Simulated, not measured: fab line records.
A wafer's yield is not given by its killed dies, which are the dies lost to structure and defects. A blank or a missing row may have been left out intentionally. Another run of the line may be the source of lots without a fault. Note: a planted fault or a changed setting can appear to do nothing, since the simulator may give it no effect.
fab line records | flow sfqLine
[record] lots = 7 | wafers = 21 | lastDay = 74
route steps=325 shown INCOMING@1 L0@3
lots that met no fault: taken from a fault-free run of the same line
startH: hours from the record's first day to the start of the lot's first wafer shown | waitH: hours since the lot's step before | " the same as in the row above | L1.1+2: one row covering several wafers at once | - no value present, or no start provided | * or withheld: withheld | < > ~ a bound
route shown NAME@n: names a module that has steps shown in the file, with the first one's number in the route | usual: average and standard deviation across the fault-free wafers | same: alike in all rows | chamber/n: place in a boat | sites: the reading at each site | _std_site: the values' standard deviation | _edge_site: the outer-site mean with the inner-site mean subtracted | radiusMm: for every site, how far away it sits from the centre of the wafer | mask NAME#n: copy n | behind: the last tool/chamber to shape the wafer | hold: why the lot was held/for how many hours/how that ended | device: whichever transistor did not switch (one of n, p or np) | end of line: the route-end tests of the same wafers | for a step that has no rows: nothing shown but its recipe | killed: at the first sort, the dies lost to defects and structure; wafer yield is something else | map: a wafer's dies, marking killed ones x, the rest . and places with no die _
set.NAME: the setting as run; set.NAME@STEP: as run at that earlier step | model.NAME: the simulator's own value behind a step, which no gauge read
a table for each step, a row for each wafer; lots at some steps of the route
services: when a tool's chamber went out of use (startH, in hours from the record's first day, below 0 if earlier), for how many hours, and the reason
[[steps]]
[step SFQ_INCOMING_BOW_MEAS_900]
[recipe] mode = bow
[usual] INCOMING_BOW = 0/6.6
lot.wafer | tool         | chamber | startH | waitH | INCOMING_BOW[um]
L875.1    | filmMetro-02 | -       | 10.00  | -     | 0
L875.3    | "            | -       | "      | "     | 4
L875.6    | "            | -       | "      | "     | -6
L876.1    | filmMetro-02 | -       | 15.00  | -     | 3
L876.2    | "            | -       | "      | "     | -5
L876.5    | "            | -       | "      | "     | 3
L877.1    | filmMetro-02 | -       | 20.00  | -     | -4
L877.2    | "            | -       | "      | "     | -3
L877.6    | "            | -       | "      | "     | 2
L878.2    | filmMetro-02 | -       | 25.02  | -     | -4
L878.5    | "            | -       | "      | "     | -5
L878.6    | "            | -       | "      | "     | -13
L880.3    | filmMetro-02 | -       | 35.04  | -     | -6
L880.4    | "            | -       | "      | "     | 3
L880.6    | "            | -       | "      | "     | -2
L881.1    | filmMetro-03 | -       | 40.00  | -     | -14
L881.5    | "            | -       | "      | "     | -17
L881.6    | "            | -       | "      | "     | 0
L882.1    | filmMetro-04 | -       | 45.00  | -     | -12
L882.2    | "            | -       | "      | "     | 0
L882.3    | "            | -       | "      | "     | -1
[step SFQ_TRILAYER_INCOMING_OXIDATION_002]
[recipe] tempC = 1000 | ambient = H2O | targetThkA = 5000 | pH2oTorr = 720 | oxTimeS = 4939
[step SFQ_TRILAYER_L0_DEP_SPUTTER_003]
[recipe] material = MoNx_KI | basePressurePa = 1.33e-06 | targetThkNm = 40 | powerW = 800 | timeS = 100 | chamberPressurePa = 0.4126
[usual] throttleValvePct = 29.7/0.86
lot.wafer | tool          | chamber | startH | waitH | throttleValvePct
L875.1    | pvdSputter-06 | -       | 12.49  | 0.0   | 30.4
L875.3    | "             | -       | "      | "     | 28.6
L875.6    | "             | -       | "      | "     | 30.7
L876.1    | pvdSputter-03 | -       | 17.49  | 0.0   | 30.1
L876.2    | "             | -       | "      | "     | 29.6
L876.5    | "             | -       | "      | "     | 30.6
L877.1    | pvdSputter-03 | -       | 22.49  | 0.0   | 30.4
L877.2    | "             | -       | "      | "     | 28.8
L877.6    | "             | -       | "      | "     | 28.7
L878.2    | pvdSputter-05 | -       | 27.49  | 0.0   | 28.4
L878.5    | "             | -       | "      | "     | 30.1
L878.6    | "             | -       | "      | "     | 30.3
L880.3    | pvdSputter-05 | -       | 37.49  | 0.0   | 30.2
L880.4    | "             | -       | "      | "     | 29.8
L880.6    | "             | -       | "      | "     | 29.7
L881.1    | pvdSputter-05 | -       | 42.49  | 0.0   | 28.5
L881.5    | "             | -       | "      | "     | 30.1
L881.6    | "             | -       | "      | "     | 29.8
L882.1    | pvdSputter-05 | -       | 47.49  | 0.0   | 28.5
L882.2    | "             | -       | "      | "     | 30.2
L882.3    | "             | -       | "      | "     | 30.0
[step SFQ_L0_RS_MEAS_901]
[recipe] thkMeasGauge = four-point-probe | reads = MoNx_KI_of_TRILAYER_L0_DEP_SPUTTER_003
[usual] L0_MONX_KI_RS = 43.5/0.4
lot.wafer | tool         | chamber | startH | waitH | L0_MONX_KI_RS[ohm/sq]
L875.1    | filmMetro-01 | -       | 12.56  | 0.0   | 43.5
L875.3    | "            | -       | "      | "     | 43.5
L875.6    | "            | -       | "      | "     | 43.5
L876.1    | filmMetro-01 | -       | 17.56  | 0.0   | 43.0
L876.2    | "            | -       | "      | "     | 43.1
L876.5    | "            | -       | "      | "     | 43.5
L877.1    | filmMetro-03 | -       | 22.56  | 0.0   | 44.3
L877.2    | "            | -       | "      | "     | 44.1
L877.6    | "            | -       | "      | "     | 44.7
L878.2    | filmMetro-03 | -       | 27.58  | 0.1   | 43.1
L878.5    | "            | -       | "      | "     | 43.1
L878.6    | "            | -       | "      | "     | 43.6
L880.3    | filmMetro-03 | -       | 37.60  | 0.1   | 43.7
L880.4    | "            | -       | "      | "     | 43.2
L880.6    | "            | -       | "      | "     | 43.1
L881.1    | filmMetro-01 | -       | 42.56  | 0.0   | 43.9
L881.5    | "            | -       | "      | "     | 44.0
L881.6    | "            | -       | "      | "     | 44.1
L882.1    | filmMetro-03 | -       | 47.56  | 0.0   | 43.7
L882.2    | "            | -       | "      | "     | 44.3
L882.3    | "            | -       | "      | "     | 44.2
[step SFQ_L0_THK_MEAS_902]
[recipe] thkMeasGauge = xrf | reads = MoNx_KI_of_TRILAYER_L0_DEP_SPUTTER_003
[usual] L0_MONX_KI_THK = 39.7/0.38
lot.wafer | tool         | chamber | startH | waitH | L0_MONX_KI_THK[nm]
L875.1    | filmMetro-01 | -       | 12.68  | 0.1   | 40.0
L875.3    | "            | -       | "      | "     | 39.8
L875.6    | "            | -       | "      | "     | 40.1
L876.1    | filmMetro-01 | -       | 17.68  | 0.1   | 40.4
L876.2    | "            | -       | "      | "     | 40.1
L876.5    | "            | -       | "      | "     | 39.6
L877.1    | filmMetro-03 | -       | 22.68  | 0.1   | 39.2
L877.2    | "            | -       | "      | "     | 39.1
L877.6    | "            | -       | "      | "     | 38.7
L878.2    | filmMetro-03 | -       | 27.69  | 0.1   | 40.2
L878.5    | "            | -       | "      | "     | 40.1
L878.6    | "            | -       | "      | "     | 39.7
L880.3    | filmMetro-03 | -       | 37.70  | 0.1   | 39.7
L880.4    | "            | -       | "      | "     | 40.1
L880.6    | "            | -       | "      | "     | 40.1
L881.1    | filmMetro-01 | -       | 42.68  | 0.1   | 39.2
L881.5    | "            | -       | "      | "     | 39.0
L881.6    | "            | -       | "      | "     | 38.8
L882.1    | filmMetro-03 | -       | 47.68  | 0.1   | 39.4
L882.2    | "            | -       | "      | "     | 39.1
L882.3    | "            | -       | "      | "     | 39.2
[step SFQ_TRILAYER_L0_LITHO_COAT_010]
[recipe] resist = BARC | spinRpm = 3000 | resistThkNm = 62
[step SFQ_TRILAYER_L0_LITHO_COAT_005]
[recipe] resist = KrF | spinRpm = 3000 | resistThkNm = 600
[step SFQ_TRILAYER_L0_LITHO_SOFTBAKE_009]
[recipe] tempC = withheld | timeS = withheld | resist = KrF
[step SFQ_TRILAYER_L0_LITHO_EXPOSE_006]
[recipe] maskId = L0 | na = 0.6 | sourceShape = conventional | sigmaOuter = 0.65 | targetCdNm = 2000 | doseMj = 14.4
[step SFQ_TRILAYER_L0_LITHO_PEB_008]
[recipe] pebTempC = 115 | pebTimeS = 60 | resist = KrF
[step SFQ_TRILAYER_L0_LITHO_DEVELOP_007]
[recipe] timeS = 60 | resist = KrF
[step SFQ_TRILAYER_L0_BARC_OPEN_METAL_ETCH_010]
[recipe] maskMaterial = PR | chemistry = O2 | targetDepthNm = 125 | target = BARC | icpW = 600 | biasW = 80 | pressureMtorr = 10 | timeS = 41.7
[usual] biasW = 80.03/0.24 | drypumpMotorCurrentA = 5.3/0.36 | oesProductAu = 0.685/0.0046 | runLengthS = 69.7/0.67 | timeS = 41.7/0
lot.wafer | tool        | chamber | startH | waitH | biasW | drypumpMotorCurrentA | oesProductAu | rfHoursCounterH | runLengthS | timeS | model.KrF_of_TRILAYER_L0_LITHO_COAT_005.thkNm
L875.1    | rieMetal-01 | 0       | 37.22  | 0.1   | 79.79 | 5.2                  | 0.682        | 49              | 69.6       | 41.7  | 521.7
L875.3    | "           | 1       | "      | "     | 80.15 | 5.6                  | 0.680        | -               | 69.2       | 41.7  | 520.8
L875.6    | "           | 0       | "      | "     | 80.17 | 5.2                  | 0.680        | -               | 69.5       | 41.7  | 522
L876.1    | rieMetal-03 | 0       | 40.82  | 0.1   | 80.36 | 4.8                  | 0.678        | 149             | 69.7       | 41.7  | 525.8
L876.2    | "           | 0       | "      | "     | 80.43 | 4.8                  | 0.684        | -               | 69.5       | 41.7  | 523.2
L876.5    | "           | 0       | "      | "     | 80.49 | 4.8                  | 0.691        | -               | 69.4       | 41.7  | 523.8
L877.1    | rieMetal-04 | 0       | 46.82  | 0.1   | 79.68 | 5.0                  | 0.685        | 83              | 69.3       | 41.7  | 522.2
L877.2    | "           | 1       | "      | "     | 80.21 | 5.5                  | 0.693        | 121             | 70.3       | 41.7  | 522.4
L877.6    | "           | 0       | "      | "     | 80.19 | 5.0                  | 0.693        | -               | 69.4       | 41.7  | 520.4
L878.2    | rieMetal-01 | 1       | 54.02  | 0.1   | 80.58 | 5.6                  | 0.688        | 24              | 69.3       | 41.7  | 519.9
L878.5    | "           | 0       | "      | "     | 79.61 | 5.2                  | 0.691        | -               | 70.1       | 41.7  | 522.4
L878.6    | "           | 1       | "      | "     | 80.36 | 5.6                  | 0.682        | -               | 69.2       | 41.7  | 522.2
L880.3    | rieMetal-03 | 0       | 62.44  | 0.1   | 79.77 | 4.8                  | 0.817        | -               | 60.6       | 29.19 | 538.9
L880.4    | "           | 1       | "      | "     | 80.01 | 5.7                  | 0.818        | -               | 59.7       | 29.19 | 539.2
L880.6    | "           | 0       | "      | "     | 79.74 | 4.8                  | 0.822        | -               | 60.0       | 29.19 | 538.9
L881.1    | rieMetal-03 | 0       | 70.39  | 0.1   | 80.10 | 4.8                  | 0.820        | 155             | 60.1       | 29.19 | 537
L881.5    | "           | 1       | "      | "     | 80.20 | 5.7                  | 0.815        | -               | 59.5       | 29.19 | 538.3
L881.6    | "           | 0       | "      | "     | 79.99 | 4.8                  | 0.819        | -               | 60.0       | 29.19 | 539.5
L882.1    | rieMetal-03 | 1       | 76.39  | 0.1   | 80.36 | 5.7                  | 0.813        | 5               | 59.9       | 29.19 | 537.1
L882.2    | "           | 0       | "      | "     | 79.81 | 4.8                  | 0.815        | 156             | 60.0       | 29.19 | 536.3
L882.3    | "           | 0       | "      | "     | 79.83 | 4.8                  | 0.811        | -               | 60.0       | 29.19 | 535
[step SFQ_TRILAYER_L0_ETCH_METAL_ETCH_008]
[recipe] target = MoNx_KI | stopOn = SiO2 | maskMaterial = PR | chemistry = SF6/O2 | targetDepthNm = 50 | icpW = 600 | biasW = 80 | pressureMtorr = 10 | timeS = 25
[usual] biasW = 80.02/0.25 | drypumpMotorCurrentA = 5.3/0.36 | oesProductAu = 0.874/0.0061 | runLengthS = 53.0/0.69 | timeS = 25/0
lot.wafer | tool        | chamber | startH | waitH | biasW | drypumpMotorCurrentA | oesProductAu | rfHoursCounterH | runLengthS | timeS | model.KrF_of_TRILAYER_L0_LITHO_COAT_005.thkNm
L875.1    | rieMetal-01 | 0       | 37.28  | 0.0   | 79.94 | 5.2                  | 0.877        | 49              | 53.3       | 25    | 479.6
L875.3    | "           | 1       | "      | "     | 80.26 | 5.6                  | 0.883        | -               | 52.7       | 25    | 478.8
L875.6    | "           | 0       | "      | "     | 79.83 | 5.2                  | 0.866        | -               | 52.9       | 25    | 480.7
L876.1    | rieMetal-03 | 0       | 40.94  | 0.1   | 80.37 | 4.8                  | 0.884        | 149             | 52.7       | 25    | 484.3
L876.2    | "           | 0       | "      | "     | 79.99 | 4.7                  | 0.880        | -               | 52.7       | 25    | 481.8
L876.5    | "           | 0       | "      | "     | 80.26 | 4.8                  | 0.871        | -               | 53.6       | 25    | 482
L877.1    | rieMetal-04 | 0       | 46.88  | 0.0   | 79.83 | 5.0                  | 0.864        | 83              | 52.8       | 25    | 479.6
L877.2    | "           | 1       | "      | "     | 79.55 | 5.4                  | 0.864        | 121             | 54.1       | 25    | 480.7
L877.6    | "           | 0       | "      | "     | 79.86 | 5.0                  | 0.861        | -               | 53.0       | 25    | 478
L878.2    | rieMetal-01 | 1       | 54.08  | 0.0   | 79.59 | 5.6                  | 0.878        | 24              | 52.6       | 25    | 477.6
L878.5    | "           | 0       | "      | "     | 80.04 | 5.2                  | 0.874        | -               | 53.4       | 25    | 480.4
L878.6    | "           | 1       | "      | "     | 80.17 | 5.6                  | 0.879        | -               | 53.0       | 25    | 479.7
L880.3    | rieMetal-03 | 0       | 62.49  | 0.0   | 79.97 | 4.8                  | 0.876        | -               | 52.8       | 25    | 496.8
L880.4    | "           | 1       | "      | "     | 80.22 | 5.8                  | 0.877        | -               | 53.0       | 25    | 496.7
L880.6    | "           | 0       | "      | "     | 79.96 | 4.8                  | 0.877        | -               | 52.6       | 25    | 496.6
L881.1    | rieMetal-03 | 0       | 70.45  | 0.0   | 80.18 | 4.8                  | 0.870        | 155             | 53.2       | 25    | 494.5
L881.5    | "           | 1       | "      | "     | 79.73 | 5.7                  | 0.867        | -               | 52.4       | 25    | 495.5
L881.6    | "           | 0       | "      | "     | 80.23 | 4.8                  | 0.878        | -               | 52.7       | 25    | 496.9
L882.1    | rieMetal-03 | 1       | 76.45  | 0.0   | 79.87 | 5.8                  | 0.868        | 5               | 52.4       | 25    | 495.1
L882.2    | "           | 0       | "      | "     | 80.24 | 4.8                  | 0.865        | 156             | 52.9       | 25    | 494.7
L882.3    | "           | 0       | "      | "     | 80.16 | 4.8                  | 0.877        | -               | 52.6       | 25    | 493
[step SFQ_TRILAYER_L0_STRIP_STRIP_009]
[recipe] gas = O2 | powerW = 200 | platenTempC = 40 | overashFraction = 0.65 | chemistry = O2 | pressureMtorr = 50
[usual] drypumpMotorCurrentA = 5.3/0.35 | oesProductAu = 1.006/0.0076
lot.wafer | tool        | chamber | startH | waitH | drypumpMotorCurrentA | oesProductAu | rfHoursCounterH
L875.1    | rieMetal-01 | 0       | 37.32  | 0.0   | 5.2                  | 1.014        | 49
L875.3    | "           | 1       | "      | "     | 5.6                  | 0.999        | -
L875.6    | "           | 0       | "      | "     | 5.2                  | 1.012        | -
L876.1    | rieMetal-03 | 0       | 41.03  | 0.1   | 4.8                  | 1.005        | 149
L876.2    | "           | 0       | "      | "     | 4.8                  | 0.998        | -
L876.5    | "           | 0       | "      | "     | 4.8                  | 1.007        | -
L877.1    | rieMetal-04 | 0       | 46.92  | 0.0   | 5.0                  | 1.009        | 83
L877.2    | "           | 1       | "      | "     | 5.5                  | 1.001        | 122
L877.6    | "           | 0       | "      | "     | 5.0                  | 1.018        | -
L878.2    | rieMetal-01 | 1       | 54.12  | 0.0   | 5.6                  | 1.002        | 25
L878.5    | "           | 0       | "      | "     | 5.2                  | 1.004        | -
L878.6    | "           | 1       | "      | "     | 5.6                  | 0.990        | -
L880.3    | rieMetal-03 | 0       | 62.72  | 0.2   | 4.8                  | 1.017        | -
L880.4    | "           | 1       | "      | "     | 5.7                  | 1.010        | -
L880.6    | "           | 0       | "      | "     | 4.8                  | 1.013        | -
L881.1    | rieMetal-03 | 0       | 70.50  | 0.0   | 4.8                  | 1.004        | 155
L881.5    | "           | 1       | "      | "     | 5.8                  | 1.013        | -
L881.6    | "           | 0       | "      | "     | 4.8                  | 1.014        | -
L882.1    | rieMetal-03 | 1       | 76.50  | 0.0   | 5.7                  | 1.006        | 5
L882.2    | "           | 0       | "      | "     | 4.7                  | 0.998        | 156
L882.3    | "           | 0       | "      | "     | 4.8                  | 0.998        | -
[[services]]
tool          | chamber | startH | hours | kind
pvdSputter-05 | -       | 14.36  | 6.4   | repair
rieMetal-03   | 1       | 33.16  | -     | clean
rieMetal-03   | 1       | 33.16  | -     | consumableReplace:focusRing
rieMetal-03   | 1       | 33.16  | 15.3  | scheduledDown
rieMetal-03   | 1       | 33.16  | 15.3  | ventCycle
[[key]]
[firstSign] step = SFQ_TRILAYER_L0_BARC_OPEN_METAL_ETCH_010 | reading = timeS | direction = down | sigmas = 99+ | usual = * | struck = *
[effect] step = SFQ_TRILAYER_L0_BARC_OPEN_METAL_ETCH_010 | reading = oesProductAu | direction = up | sigmas = 29 | usual = 0.685 | struck = 0.817
[modelEffect] step = SFQ_TRILAYER_L0_BARC_OPEN_METAL_ETCH_010 | value = KrF_of_TRILAYER_L0_LITHO_COAT_005.thkNm | without = 522.1 | struck = 537.8
[modelEffect] step = SFQ_TRILAYER_L0_ETCH_METAL_ETCH_008 | value = KrF_of_TRILAYER_L0_LITHO_COAT_005.thkNm | without = 479.8 | struck = 495.5
metAt SFQ_TRILAYER_L0_BARC_OPEN_METAL_ETCH_010
struckWafers L880.3,L880.4,L880.6,L881.1,L881.5,L881.6,L882.1,L882.2,L882.3
onsetBetween 54.02 62.44
[fault] kind = recipeVersionSkew | tool = rieMetal-01,rieMetal-03,rieMetal-04 | chamber = - | onsetH = 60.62 | steps = SFQ_TRILAYER_L0_BARC_OPEN_METAL_ETCH_010 | wrongRecipe.timeS = *
